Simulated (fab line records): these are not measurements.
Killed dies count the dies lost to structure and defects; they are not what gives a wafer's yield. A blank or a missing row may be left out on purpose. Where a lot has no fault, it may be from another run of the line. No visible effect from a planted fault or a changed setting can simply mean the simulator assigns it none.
Which tool was responsible? / flow sky130 / 6 lots, 17 wafers sampled, at 2 steps of a route of 708

## WHAT THE GAUGES SHOWED, per wafer
SKY_VT_ADJUST_HVTP_CD_MEAS_07 targets a cd of 380 nm.
lot=L455; measured=day 6 08:45; on=cd-sem-01; cd-nm (nm)=376.5 378.2 378.2
lot=L457; measured=day 6 16:57; on=cd-sem-01; cd-nm (nm)=382.3 381.1 379.8
lot=L463; measured=day 8 13:15; on=cd-sem-02; cd-nm (nm)=356.2 379.8
lot=L470; measured=day 10 09:34; on=cd-sem-02; cd-nm (nm)=382.2 383.4 383.1
lot=L475; measured=day 11 11:43; on=cd-sem-01; cd-nm (nm)=379.5 379.8 379.4
lot=L477; measured=day 12 02:48; on=cd-sem-01; cd-nm (nm)=380.9 382.3 380.8

## WHICH TOOL RAN EACH LOT (tool, then ch and the chambers of the sampled wafers, then the start)
lot=L455; SKY_VT_ADJUST_HVTP_EXPOSE_04=iline-stepper-02 ch 0, day 5 23:19
lot=L457; SKY_VT_ADJUST_HVTP_EXPOSE_04=iline-stepper-02 ch 0, day 6 08:31
lot=L463; SKY_VT_ADJUST_HVTP_EXPOSE_04=iline-stepper-02 ch 0, day 8 03:29
lot=L470; SKY_VT_ADJUST_HVTP_EXPOSE_04=iline-stepper-01 ch 0, day 9 23:10
lot=L475; SKY_VT_ADJUST_HVTP_EXPOSE_04=iline-stepper-01 ch 0, day 11 00:17
lot=L477; SKY_VT_ADJUST_HVTP_EXPOSE_04=iline-stepper-02 ch 0, day 11 15:27
- SKY_VT_ADJUST_HVTP_EXPOSE_04: exposes mask HVTPM, target cd 380 nm.

## THE ANSWER, worked out from the rows above alone
Rule: the lots themselves supply what counts as usual. Put in order of their means at a reading, lots are off if they are a third of the lots or fewer, leave a main group of 4 or more, and stand apart from it by a gap of 3 or more times the standard deviation of the main group's means; of several such gaps the widest counts. Not used: any main group whose means are identical at the precision the tables above print for the reading. A lot without any number at a reading at which 4 lots or more have one is off too. Where the step has rows for the other lots, those lots are counted as sound.
Off at SKY_VT_ADJUST_HVTP_CD_MEAS_07 (cd-nm): L463. The main group has a mean of 380.5 nm with a standard deviation of 1.8.
A tool fits if, at a process step before that reading, it ran every lot that is off, and no sound lot after the first of them. The gauges at SKY_VT_ADJUST_HVTP_CD_MEAS_07 are tried like those tools. Not one of the candidates tried fits.

## WHAT WAS PUT IN BY THE SIMULATOR
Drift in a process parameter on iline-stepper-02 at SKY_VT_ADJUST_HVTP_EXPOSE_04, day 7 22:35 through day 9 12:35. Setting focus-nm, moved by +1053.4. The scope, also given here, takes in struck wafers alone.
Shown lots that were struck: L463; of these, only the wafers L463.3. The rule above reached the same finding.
